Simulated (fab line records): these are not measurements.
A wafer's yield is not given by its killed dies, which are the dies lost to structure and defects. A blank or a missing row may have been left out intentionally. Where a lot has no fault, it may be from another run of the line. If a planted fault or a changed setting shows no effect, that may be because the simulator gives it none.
One fault through the eyes of 2 desks :: flow sky130 :: every desk sees just its own numbers, and what lay behind them comes last

AT THE METROLOGY DESK
Means of the sampled wafers that have a number, per lot and without regard to the tool the lot ran on: this is what the gauges read. The brackets show how far a lot's mean lies from the usual mean; more than 4 standard deviations puts the lot out of limits, marked OUT.
Columns: A = METAL5_ALCU_RS at SKY_METAL5_RS_MEAS_05, usual 0.0271 ohm/sq; B = METAL5_ALCU_THK at SKY_METAL5_THK_MEAS_06, usual 1161 nm
lot: L832
first seen here: day 44 19:01
A: 0.0271
B: 1156

lot: L840
first seen here: day 47 03:16
A: 0.0273
B: 1153

lot: L841
first seen here: day 47 08:55
A: 0.0273
B: 1153

lot: L843
first seen here: day 47 12:21
A: 0.0275
B: 1148

lot: L849
first seen here: day 48 17:34
A: 0.0270
B: 1159

lot: L848
first seen here: day 48 19:43
A: 0.0273
B: 1154
This desk's finding: nothing out of limits on any of the 6 lots.

FOR THE TOOL OWNER'S DESK: wetBench-03
The tool's own readings at SKY_METAL5_STRIP_17 (strips in post etch residue remover, time 1200 s): means of the sampled wafers that have a number, for each lot that ran on this tool. The brackets show how far a lot's mean lies from the usual mean; more than 4 standard deviations puts the lot out of limits, marked OUT.
Columns: A = bathGuardTempC at SKY_METAL5_STRIP_17, usual 72.3 C; B = bathHeatDutyPct at SKY_METAL5_STRIP_17, usual 14.6 %
lot: L849
first seen here: day 49 11:34
A: 72.3
B: 14.0
This desk's finding: nothing out of limits on the one lot.

ALL TOGETHER
Metrology desk: nothing out of limits seen.
The tool owner's desk saw nothing out of limits.

WHAT HAD BEEN PUT IN BY THE SIMULATOR
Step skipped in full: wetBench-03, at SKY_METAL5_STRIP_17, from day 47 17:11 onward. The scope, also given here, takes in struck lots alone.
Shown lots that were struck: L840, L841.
